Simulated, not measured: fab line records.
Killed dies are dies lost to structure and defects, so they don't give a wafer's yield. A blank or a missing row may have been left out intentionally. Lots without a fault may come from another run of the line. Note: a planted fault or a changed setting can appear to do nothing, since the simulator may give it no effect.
Which tool did it? || flow sky130 || Sampling: 14 lots, 42 wafers, 3 of 708 route steps

WHAT EACH GAUGE READ, for each wafer
SKY_SD_N_CD_MEAS_07: target cd 380 nm. Usual: cd-nm at 380.5 nm, with a standard deviation of 2.8.
{"lot": "L578", "measured": "day 28 16:14", "on": "cd-sem-02", "cd-nm (nm)": "376.1 376.6 375.7", "flag": ""}
{"lot": "L579", "measured": "day 29 20:16", "on": "cd-sem-01", "cd-nm (nm)": "376.5 377.0 374.4", "flag": ""}
{"lot": "L580", "measured": "day 29 20:45", "on": "cd-sem-01", "cd-nm (nm)": "380.8 380.5 381.7", "flag": ""}
{"lot": "L587", "measured": "day 31 20:34", "on": "cd-sem-02", "cd-nm (nm)": "435.3 431.5 435.6", "flag": "OFF"}
{"lot": "L588", "measured": "day 32 04:52", "on": "cd-sem-01", "cd-nm (nm)": "432.7 435.7 432.1", "flag": "OFF"}
{"lot": "L590", "measured": "day 32 13:41", "on": "cd-sem-01", "cd-nm (nm)": "385.6 384.6 386.6", "flag": ""}
{"lot": "L591", "measured": "day 33 00:59", "on": "cd-sem-02", "cd-nm (nm)": "378.8 379.6 379.6", "flag": ""}
{"lot": "L592", "measured": "day 33 07:32", "on": "cd-sem-02", "cd-nm (nm)": "380.8 378.9 379.5", "flag": ""}
{"lot": "L593", "measured": "day 33 18:07", "on": "cd-sem-01", "cd-nm (nm)": "385.9 383.8 383.9", "flag": ""}
{"lot": "L595", "measured": "day 33 21:49", "on": "cd-sem-01", "cd-nm (nm)": "383.1 384.3 382.6", "flag": ""}
{"lot": "L596", "measured": "day 34 17:19", "on": "cd-sem-02", "cd-nm (nm)": "380.0 380.2 381.1", "flag": ""}
{"lot": "L597", "measured": "day 35 02:56", "on": "cd-sem-01", "cd-nm (nm)": "379.8 379.7 381.0", "flag": ""}
{"lot": "L598", "measured": "day 35 07:37", "on": "cd-sem-01", "cd-nm (nm)": "376.6 378.3 378.4", "flag": ""}
{"lot": "L599", "measured": "day 35 17:45", "on": "cd-sem-02", "cd-nm (nm)": "381.5 379.1 377.5", "flag": ""}

WHAT TOOL EACH LOT RAN ON (gives the tool, then ch and the chambers of the sampled wafers, and finally the start)
{"lot": "L578", "SKY_LDD_HVP_STRIP_09": "plasma-asher-02 ch 0,1, day 22 09:22", "SKY_SD_N_COAT_02": "litho-track-01 ch 0, day 28 01:25"}
{"lot": "L579", "SKY_LDD_HVP_STRIP_09": "plasma-asher-03 ch 0,1, day 23 14:34", "SKY_SD_N_COAT_02": "litho-track-01 ch 0, day 29 05:40"}
{"lot": "L580", "SKY_LDD_HVP_STRIP_09": "plasma-asher-03 ch 0,1, day 23 18:12", "SKY_SD_N_COAT_02": "litho-track-02 ch 0, day 29 05:58"}
{"lot": "L587", "SKY_LDD_HVP_STRIP_09": "plasma-asher-02 ch 0,1, day 25 20:35", "SKY_SD_N_COAT_02": "litho-track-02 ch 0, day 31 07:13"}
{"lot": "L588", "SKY_LDD_HVP_STRIP_09": "plasma-asher-02 ch 0,1, day 26 05:13", "SKY_SD_N_COAT_02": "litho-track-02 ch 0, day 31 15:07"}
{"lot": "L590", "SKY_LDD_HVP_STRIP_09": "plasma-asher-02 ch 0,1, day 26 14:46", "SKY_SD_N_COAT_02": "litho-track-03 ch 0, day 31 23:47"}
{"lot": "L591", "SKY_LDD_HVP_STRIP_09": "plasma-asher-02 ch 0,1, day 27 03:04", "SKY_SD_N_COAT_02": "litho-track-01 ch 0, day 32 11:37"}
{"lot": "L592", "SKY_LDD_HVP_STRIP_09": "plasma-asher-01 ch 0,1, day 27 10:55", "SKY_SD_N_COAT_02": "litho-track-01 ch 0, day 32 18:07"}
{"lot": "L593", "SKY_LDD_HVP_STRIP_09": "plasma-asher-02 ch 0,1, day 27 22:31", "SKY_SD_N_COAT_02": "litho-track-03 ch 0, day 33 04:20"}
{"lot": "L595", "SKY_LDD_HVP_STRIP_09": "plasma-asher-02 ch 0,1, day 28 01:37", "SKY_SD_N_COAT_02": "litho-track-03 ch 0, day 33 08:49"}
{"lot": "L596", "SKY_LDD_HVP_STRIP_09": "plasma-asher-01 ch 0,1, day 28 22:05", "SKY_SD_N_COAT_02": "litho-track-02 ch 0, day 34 03:07"}
{"lot": "L597", "SKY_LDD_HVP_STRIP_09": "plasma-asher-01 ch 0,1, day 29 07:16", "SKY_SD_N_COAT_02": "litho-track-02 ch 0, day 34 13:47"}
{"lot": "L598", "SKY_LDD_HVP_STRIP_09": "plasma-asher-03 ch 1, day 29 13:37", "SKY_SD_N_COAT_02": "litho-track-03 ch 0, day 34 18:38"}
{"lot": "L599", "SKY_LDD_HVP_STRIP_09": "plasma-asher-01 ch 0,1, day 30 00:22", "SKY_SD_N_COAT_02": "litho-track-01 ch 0, day 35 04:18"}
- SKY_LDD_HVP_STRIP_09: strips in O2/N2.
- SKY_SD_N_COAT_02: resist thk 1140 nm.

WHAT THE TOOLS THEMSELVES READ (means of the sampled wafers that have a number; where no wafer has one, the mark that the record gives instead)
SKY_LDD_HVP_STRIP_09. Usual: chamber-pressure-mTorr 1500.0 mTorr, standard deviation 1.3; drypump-motor-current-A 5.5 A, standard deviation 0.48; oes-product-au 0.408 a.u., standard deviation 0.0049; strip-time-to-endpoint-s 4.126 s, standard deviation 0.016.
{"lot": "L578", "tool": "plasma-asher-02", "chamber-pressure-mTorr (mTorr)": 1500.2, "drypump-motor-current-A (A)": 6.1, "oes-product-au (a.u.)": 0.410, "strip-time-to-endpoint-s (s)": 4.129, "flag": ""}
{"lot": "L579", "tool": "plasma-asher-03", "chamber-pressure-mTorr (mTorr)": 1499.4, "drypump-motor-current-A (A)": 5.4, "oes-product-au (a.u.)": 0.407, "strip-time-to-endpoint-s (s)": 4.114, "flag": ""}
{"lot": "L580", "tool": "plasma-asher-03", "chamber-pressure-mTorr (mTorr)": 1499.8, "drypump-motor-current-A (A)": 5.5, "oes-product-au (a.u.)": 0.406, "strip-time-to-endpoint-s (s)": 4.117, "flag": ""}
{"lot": "L587", "tool": "plasma-asher-02", "chamber-pressure-mTorr (mTorr)": 1500.0, "drypump-motor-current-A (A)": 5.8, "oes-product-au (a.u.)": 0.407, "strip-time-to-endpoint-s (s)": 4.137, "flag": ""}
{"lot": "L588", "tool": "plasma-asher-02", "chamber-pressure-mTorr (mTorr)": 1499.0, "drypump-motor-current-A (A)": 5.8, "oes-product-au (a.u.)": 0.407, "strip-time-to-endpoint-s (s)": 4.103, "flag": ""}
{"lot": "L590", "tool": "plasma-asher-02", "chamber-pressure-mTorr (mTorr)": 1499.3, "drypump-motor-current-A (A)": 5.8, "oes-product-au (a.u.)": 0.409, "strip-time-to-endpoint-s (s)": 4.117, "flag": ""}
{"lot": "L591", "tool": "plasma-asher-02", "chamber-pressure-mTorr (mTorr)": 1498.9, "drypump-motor-current-A (A)": 6.1, "oes-product-au (a.u.)": 0.410, "strip-time-to-endpoint-s (s)": 4.125, "flag": ""}
{"lot": "L592", "tool": "plasma-asher-01", "chamber-pressure-mTorr (mTorr)": 1500.1, "drypump-motor-current-A (A)": 5.1, "oes-product-au (a.u.)": 0.408, "strip-time-to-endpoint-s (s)": 4.108, "flag": ""}
{"lot": "L593", "tool": "plasma-asher-02", "chamber-pressure-mTorr (mTorr)": 1499.2, "drypump-motor-current-A (A)": 5.8, "oes-product-au (a.u.)": 0.409, "strip-time-to-endpoint-s (s)": 4.112, "flag": ""}
{"lot": "L595", "tool": "plasma-asher-02", "chamber-pressure-mTorr (mTorr)": 1501.7, "drypump-motor-current-A (A)": 6.1, "oes-product-au (a.u.)": 0.407, "strip-time-to-endpoint-s (s)": 4.128, "flag": ""}
{"lot": "L596", "tool": "plasma-asher-01", "chamber-pressure-mTorr (mTorr)": 1499.4, "drypump-motor-current-A (A)": 5.0, "oes-product-au (a.u.)": 0.411, "strip-time-to-endpoint-s (s)": 4.094, "flag": ""}
{"lot": "L597", "tool": "plasma-asher-01", "chamber-pressure-mTorr (mTorr)": 1501.4, "drypump-motor-current-A (A)": 4.9, "oes-product-au (a.u.)": 0.410, "strip-time-to-endpoint-s (s)": 4.125, "flag": ""}
{"lot": "L598", "tool": "plasma-asher-03", "chamber-pressure-mTorr (mTorr)": 1499.7, "drypump-motor-current-A (A)": 5.4, "oes-product-au (a.u.)": 0.406, "strip-time-to-endpoint-s (s)": 4.131, "flag": ""}
{"lot": "L599", "tool": "plasma-asher-01", "chamber-pressure-mTorr (mTorr)": 1500.9, "drypump-motor-current-A (A)": 5.0, "oes-product-au (a.u.)": 0.408, "strip-time-to-endpoint-s (s)": 4.135, "flag": ""}

SKY_SD_N_COAT_02. Usual: chill-plate-temp-C at 22.99 C, with a standard deviation of 0.12.
{"lot": "L578", "tool": "litho-track-01", "chill-plate-temp-C (C)": 23.13, "flag": ""}
{"lot": "L579", "tool": "litho-track-01", "chill-plate-temp-C (C)": 23.02, "flag": ""}
{"lot": "L580", "tool": "litho-track-02", "chill-plate-temp-C (C)": 22.98, "flag": ""}
{"lot": "L587", "tool": "litho-track-02", "chill-plate-temp-C (C)": 22.97, "flag": ""}
{"lot": "L588", "tool": "litho-track-02", "chill-plate-temp-C (C)": 22.92, "flag": ""}
{"lot": "L590", "tool": "litho-track-03", "chill-plate-temp-C (C)": 23.13, "flag": ""}
{"lot": "L591", "tool": "litho-track-01", "chill-plate-temp-C (C)": 22.87, "flag": ""}
{"lot": "L592", "tool": "litho-track-01", "chill-plate-temp-C (C)": 22.97, "flag": ""}
{"lot": "L593", "tool": "litho-track-03", "chill-plate-temp-C (C)": 23.02, "flag": ""}
{"lot": "L595", "tool": "litho-track-03", "chill-plate-temp-C (C)": 23.06, "flag": ""}
{"lot": "L596", "tool": "litho-track-02", "chill-plate-temp-C (C)": 22.96, "flag": ""}
{"lot": "L597", "tool": "litho-track-02", "chill-plate-temp-C (C)": 22.81, "flag": ""}
{"lot": "L598", "tool": "litho-track-03", "chill-plate-temp-C (C)": 23.09, "flag": ""}
{"lot": "L599", "tool": "litho-track-01", "chill-plate-temp-C (C)": 23.08, "flag": ""}

THE ANSWER, worked out from the rows above alone
Rule: a lot is off if the mean of its wafers that have a number lies more than 3 standard deviations from the usual mean. A lot without any number at a reading at which 4 lots or more have one is off too. Where the step has rows for the other lots, those lots are counted as sound. First the gauges in route order, then the tools' own readings, where a lot's mean is used as printed above. At the first step where some lot is off, the reading lying furthest off is the one used; lots without a number count as furthest.
Off: L587, L588 (SKY_SD_N_CD_MEAS_07, cd-nm).
A tool fits if, at a process step before that reading, it ran every lot that is off, and no sound lot after the first of them. Gauges at SKY_SD_N_CD_MEAS_07: tried the same way as those tools. Of those tried, none fits.

WHAT THE SIMULATOR HAD INSERTED
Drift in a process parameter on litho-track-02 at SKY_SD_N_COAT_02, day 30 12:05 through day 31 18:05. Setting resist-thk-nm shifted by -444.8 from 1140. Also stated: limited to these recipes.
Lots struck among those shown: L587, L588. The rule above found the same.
